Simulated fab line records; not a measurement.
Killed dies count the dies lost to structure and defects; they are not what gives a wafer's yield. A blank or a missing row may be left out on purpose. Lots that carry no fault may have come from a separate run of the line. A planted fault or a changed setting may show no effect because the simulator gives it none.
fab line records / flow gf180mcu
record: lots: 5 wafers: 15 lastDay: 34
route steps=602 shown MIM@520 M5@526
lots with no fault: from the same line, run without faults
startH: hours from the record's first day to the start of the lot's first wafer shown / waitH: hours since the lot's step before / " the same as in the row above / L1.1+2: one row covering several wafers at once / - value missing, or start not given / * or withheld: withheld / < > ~ a bound
route shown NAME@n: a module of which the file shows steps, and the number in the route of the first / usual: the fault-free wafers' mean and standard deviation / same: alike in all rows / chamber/n: place in a boat / sites: the reading at each site / _std_site: the values' standard deviation / _edge_site: inner sites' mean taken away from outer sites' mean / radiusMm: how far each site lies from the wafer's centre / mask NAME#n: copy n / behind: the most recent tool/chamber to have shaped the wafer / hold: the reason the lot was held/the length of the hold in hours/how it ended / device: the transistor (n, p or np) that didn't switch / end of line: tests run on the same wafers once the route is complete / a step given without rows: its recipe and nothing more / killed: the dies lost at the first sort to structure and to defects; this is not the yield of the wafer / map: shows each die of a wafer: x if killed, . if not, _ if none is there
set.NAME: the setting as run; set.NAME@STEP: as run at that earlier step / model.NAME: the simulator's own value behind a step, which no gauge read
certain route steps with their lots: each step a table, each wafer a row
services: when a tool's chamber went out of use (startH, in hours from the record's first day, below 0 if earlier), for how many hours, and the reason
== steps ==
step: GF_MIM_PEB_17
recipe: tempC: withheld timeS: * resist: NOVOLAK
lot.wafer=L085.1+3+6 tool=lithoTrack-04 chamber=0 startH=- waitH=-
lot.wafer=L084.2+4+5 tool=lithoTrack-02 chamber=0 startH=- waitH=-
lot.wafer=L087.2+3+6 tool=lithoTrack-04 chamber=0 startH=- waitH=-
lot.wafer=L089.1+4+6 tool=lithoTrack-02 chamber=0 startH=- waitH=-
lot.wafer=L095.1+3+5 tool=lithoTrack-02 chamber=0 startH=- waitH=-
step: GF_MIM_DEVELOP_18
recipe: developTimeS: 60 devTempC: 23
lot.wafer=L085.1+3+6 tool=lithoTrack-04 chamber=0 startH=672.33 waitH=0.1
lot.wafer=L084.2+4+5 tool=lithoTrack-02 chamber=0 startH=677.03 waitH=0.1
lot.wafer=L087.2+3+6 tool=lithoTrack-04 chamber=0 startH=687.10 waitH=0.1
lot.wafer=L089.1+4+6 tool=lithoTrack-02 chamber=0 startH=694.10 waitH=0.1
lot.wafer=L095.1+3+5 tool=lithoTrack-02 chamber=0 startH=741.60 waitH=0.1
step: GF_MIM_METAL_ETCH_19
recipe: chemistry: Cl2/BCl3 maskMaterial: NOVOLAK stopOn: Si3N4 targetDepthNm: 324.5 pressureMtorr: 8 icpW: 800 biasW: 140 Cl2_flow_sccm: 80 bcl3FlowSccm: 40 timeS: 54.1
usual: chamberPressureMTorr: 7.999/0.0077 drypumpMotorCurrentA: 5.3/0.35 oesProductAu: 0.941/0.0061 rfFwdPowerW: 792/3 throttleValvePct: 28.284/0.011
lot.wafer=L085.1 tool=rieMetal-03 chamber=1 startH=672.48 waitH=0.1 chamberPressureMTorr=8.008 drypumpMotorCurrentA=5.1 oesProductAu=0.935 rfFwdPowerW=795 rfHoursCounterH=0 throttleValvePct=28.320
lot.wafer=L085.3 tool=rieMetal-03 chamber=0 startH=672.48 waitH=0.1 chamberPressureMTorr=7.983 drypumpMotorCurrentA=6.0 oesProductAu=0.942 rfFwdPowerW=798 rfHoursCounterH=- throttleValvePct=28.291
lot.wafer=L085.6 tool=rieMetal-03 chamber=0 startH=672.48 waitH=0.1 chamberPressureMTorr=8.005 drypumpMotorCurrentA=6.0 oesProductAu=0.934 rfFwdPowerW=795 rfHoursCounterH=- throttleValvePct=28.269
lot.wafer=L084.2 tool=rieMetal-01 chamber=1 startH=677.15 waitH=0.1 chamberPressureMTorr=8.009 drypumpMotorCurrentA=5.5 oesProductAu=0.940 rfFwdPowerW=796 rfHoursCounterH=4 throttleValvePct=28.291
lot.wafer=L084.4 tool=rieMetal-01 chamber=1 startH=677.15 waitH=0.1 chamberPressureMTorr=8.004 drypumpMotorCurrentA=5.5 oesProductAu=0.940 rfFwdPowerW=792 rfHoursCounterH=- throttleValvePct=28.295
lot.wafer=L084.5 tool=rieMetal-01 chamber=0 startH=677.15 waitH=0.1 chamberPressureMTorr=7.988 drypumpMotorCurrentA=5.2 oesProductAu=0.947 rfFwdPowerW=790 rfHoursCounterH=- throttleValvePct=28.286
lot.wafer=L087.2 tool=rieMetal-01 chamber=0 startH=687.23 waitH=0.1 chamberPressureMTorr=8.006 drypumpMotorCurrentA=5.2 oesProductAu=0.948 rfFwdPowerW=789 rfHoursCounterH=6 throttleValvePct=28.286
lot.wafer=L087.3 tool=rieMetal-01 chamber=1 startH=687.23 waitH=0.1 chamberPressureMTorr=8.012 drypumpMotorCurrentA=5.4 oesProductAu=0.938 rfFwdPowerW=788 rfHoursCounterH=- throttleValvePct=28.287
lot.wafer=L087.6 tool=rieMetal-01 chamber=1 startH=687.23 waitH=0.1 chamberPressureMTorr=8.005 drypumpMotorCurrentA=5.4 oesProductAu=0.940 rfFwdPowerW=793 rfHoursCounterH=- throttleValvePct=28.288
lot.wafer=L089.1 tool=rieMetal-03 chamber=1 startH=694.25 waitH=0.1 chamberPressureMTorr=8.001 drypumpMotorCurrentA=5.1 oesProductAu=0.947 rfFwdPowerW=796 rfHoursCounterH=1 throttleValvePct=28.280
lot.wafer=L089.4 tool=rieMetal-03 chamber=0 startH=694.25 waitH=0.1 chamberPressureMTorr=8.007 drypumpMotorCurrentA=6.0 oesProductAu=0.943 rfFwdPowerW=791 rfHoursCounterH=- throttleValvePct=28.289
lot.wafer=L089.6 tool=rieMetal-03 chamber=0 startH=694.25 waitH=0.1 chamberPressureMTorr=7.989 drypumpMotorCurrentA=6.0 oesProductAu=0.943 rfFwdPowerW=793 rfHoursCounterH=- throttleValvePct=28.295
lot.wafer=L095.1 tool=rieMetal-01 chamber=0 startH=741.75 waitH=0.1 chamberPressureMTorr=8.006 drypumpMotorCurrentA=5.2 oesProductAu=0.942 rfFwdPowerW=793 rfHoursCounterH=9 throttleValvePct=28.276
lot.wafer=L095.3 tool=rieMetal-01 chamber=0 startH=741.75 waitH=0.1 chamberPressureMTorr=8.006 drypumpMotorCurrentA=5.2 oesProductAu=0.954 rfFwdPowerW=790 rfHoursCounterH=- throttleValvePct=28.279
lot.wafer=L095.5 tool=rieMetal-01 chamber=0 startH=741.75 waitH=0.1 chamberPressureMTorr=7.993 drypumpMotorCurrentA=5.2 oesProductAu=0.939 rfFwdPowerW=793 rfHoursCounterH=- throttleValvePct=28.290
step: GF_MIM_STRIP_20
recipe: chemistry: O2/N2 powerW: 1400 pressureMtorr: 1500 platenTempC: 250 o2FlowSccm: 3000 n2FlowSccm: 300 overashFraction: 0.5
usual: chamberPressureMTorr: 1500.1/1.3 drypumpMotorCurrentA: 5.8/0.41 heaterPowerW: 332/42 oesProductAu: 0.692/0.005 platenTempC: 250.00/0.18 stripTimeToEndpointS: 11.24/0.042
lot.wafer=L085.1 tool=plasmaAsher-04 chamber=1 startH=672.55 waitH=0.0 chamberPressureMTorr=1501.8 drypumpMotorCurrentA=6.3 heaterPowerW=275 oesProductAu=0.697 platenTempC=250.11 rfHoursCounterH=23 stripTimeToEndpointS=11.27
lot.wafer=L085.3 tool=plasmaAsher-04 chamber=1 startH=672.55 waitH=0.0 chamberPressureMTorr=1500.9 drypumpMotorCurrentA=6.2 heaterPowerW=277 oesProductAu=0.699 platenTempC=249.79 rfHoursCounterH=- stripTimeToEndpointS=11.28
lot.wafer=L085.6 tool=plasmaAsher-04 chamber=1 startH=672.55 waitH=0.0 chamberPressureMTorr=1500.1 drypumpMotorCurrentA=6.2 heaterPowerW=276 oesProductAu=0.686 platenTempC=250.13 rfHoursCounterH=- stripTimeToEndpointS=11.22
lot.wafer=L084.2 tool=plasmaAsher-04 chamber=1 startH=677.22 waitH=0.0 chamberPressureMTorr=1501.0 drypumpMotorCurrentA=6.2 heaterPowerW=278 oesProductAu=0.691 platenTempC=249.86 rfHoursCounterH=24 stripTimeToEndpointS=11.15
lot.wafer=L084.4 tool=plasmaAsher-04 chamber=1 startH=677.22 waitH=0.0 chamberPressureMTorr=1501.2 drypumpMotorCurrentA=6.2 heaterPowerW=276 oesProductAu=0.690 platenTempC=250.05 rfHoursCounterH=- stripTimeToEndpointS=11.16
lot.wafer=L084.5 tool=plasmaAsher-04 chamber=1 startH=677.22 waitH=0.0 chamberPressureMTorr=1499.4 drypumpMotorCurrentA=6.2 heaterPowerW=287 oesProductAu=0.688 platenTempC=250.03 rfHoursCounterH=- stripTimeToEndpointS=11.19
lot.wafer=L087.2 tool=plasmaAsher-04 chamber=1 startH=687.30 waitH=0.0 chamberPressureMTorr=1500.2 drypumpMotorCurrentA=6.2 heaterPowerW=279 oesProductAu=0.693 platenTempC=249.97 rfHoursCounterH=25 stripTimeToEndpointS=11.23
lot.wafer=L087.3 tool=plasmaAsher-04 chamber=1 startH=687.30 waitH=0.0 chamberPressureMTorr=1498.3 drypumpMotorCurrentA=6.2 heaterPowerW=280 oesProductAu=0.695 platenTempC=250.01 rfHoursCounterH=- stripTimeToEndpointS=11.16
lot.wafer=L087.6 tool=plasmaAsher-04 chamber=1 startH=687.30 waitH=0.0 chamberPressureMTorr=1498.4 drypumpMotorCurrentA=6.3 heaterPowerW=283 oesProductAu=0.694 platenTempC=249.90 rfHoursCounterH=- stripTimeToEndpointS=11.22
lot.wafer=L089.1 tool=plasmaAsher-04 chamber=1 startH=694.32 waitH=0.0 chamberPressureMTorr=1500.0 drypumpMotorCurrentA=6.2 heaterPowerW=271 oesProductAu=0.679 platenTempC=249.72 rfHoursCounterH=25 stripTimeToEndpointS=11.21
lot.wafer=L089.4 tool=plasmaAsher-04 chamber=0 startH=694.32 waitH=0.0 chamberPressureMTorr=1501.8 drypumpMotorCurrentA=5.6 heaterPowerW=356 oesProductAu=0.695 platenTempC=250.05 rfHoursCounterH=- stripTimeToEndpointS=11.21
lot.wafer=L089.6 tool=plasmaAsher-04 chamber=1 startH=694.32 waitH=0.0 chamberPressureMTorr=1502.8 drypumpMotorCurrentA=6.2 heaterPowerW=279 oesProductAu=0.689 platenTempC=249.85 rfHoursCounterH=- stripTimeToEndpointS=11.19
lot.wafer=L095.1 tool=plasmaAsher-04 chamber=1 startH=741.89 waitH=0.1 chamberPressureMTorr=1501.1 drypumpMotorCurrentA=6.2 heaterPowerW=284 oesProductAu=0.687 platenTempC=249.86 rfHoursCounterH=30 stripTimeToEndpointS=11.25
lot.wafer=L095.3 tool=plasmaAsher-04 chamber=0 startH=741.89 waitH=0.1 chamberPressureMTorr=1500.1 drypumpMotorCurrentA=5.6 heaterPowerW=352 oesProductAu=0.681 platenTempC=250.32 rfHoursCounterH=- stripTimeToEndpointS=11.22
lot.wafer=L095.5 tool=plasmaAsher-04 chamber=0 startH=741.89 waitH=0.1 chamberPressureMTorr=1499.5 drypumpMotorCurrentA=5.6 heaterPowerW=344 oesProductAu=0.691 platenTempC=250.16 rfHoursCounterH=- stripTimeToEndpointS=11.23
step: GF_MIM_STRIP_21
recipe: chemistry: postEtchResidueRemover timeS: 1200 tempC: 72.5
lot.wafer=L085.1+3+6 tool=wetBench-04 chamber=2 startH=672.65 waitH=0.1
lot.wafer=L084.2+4+5 tool=wetBench-02 chamber=0 startH=677.32 waitH=0.1
lot.wafer=L087.2+3+6 tool=wetBench-03 chamber=3 startH=687.40 waitH=0.1
lot.wafer=L089.1+4+6 tool=wetBench-04 chamber=0 startH=694.42 waitH=0.1
lot.wafer=L095.1+3+5 tool=wetBench-02 chamber=1 startH=741.99 waitH=0.1
step: GF_MIM_CLEAN_22
recipe: chemistry: DIW dry: n2Spin
lot.wafer=L085.1+3+6 tool=wetBench-03 chamber=2 startH=672.99 waitH=0.0
lot.wafer=L084.2+4+5 tool=wetBench-03 chamber=1 startH=677.66 waitH=0.0
lot.wafer=L087.2+3+6 tool=wetBench-04 chamber=0 startH=687.74 waitH=0.0
lot.wafer=L089.1+4+6 tool=wetBench-02 chamber=0 startH=694.76 waitH=0.0
lot.wafer=L095.1+3+5 tool=wetBench-04 chamber=0 startH=742.36 waitH=0.0
step: GF_M5_DEHYDRATE_00
recipe: tempC: 200 timeS: 60
lot.wafer=L085.1+3+6 tool=lithoTrack-01 chamber=0 startH=681.94 waitH=8.9
lot.wafer=L084.2+4+5 tool=lithoTrack-03 chamber=0 startH=686.70 waitH=8.9
lot.wafer=L087.2+3+6 tool=lithoTrack-01 chamber=0 startH=696.32 waitH=8.5
lot.wafer=L089.1+4+6 tool=lithoTrack-03 chamber=0 startH=703.72 waitH=8.9
lot.wafer=L095.1+3+5 tool=lithoTrack-02 chamber=0 startH=750.40 waitH=7.9
== services ==
tool=rieMetal-03 chamber=1 startH=655.65 hours=- kind=clean
tool=rieMetal-03 chamber=1 startH=655.65 hours=13.7 kind=scheduledDown
tool=rieMetal-03 chamber=1 startH=655.65 hours=13.7 kind=ventCycle
tool=rieMetal-01 chamber=1 startH=734.01 hours=10.0 kind=repair
== key ==
fault none
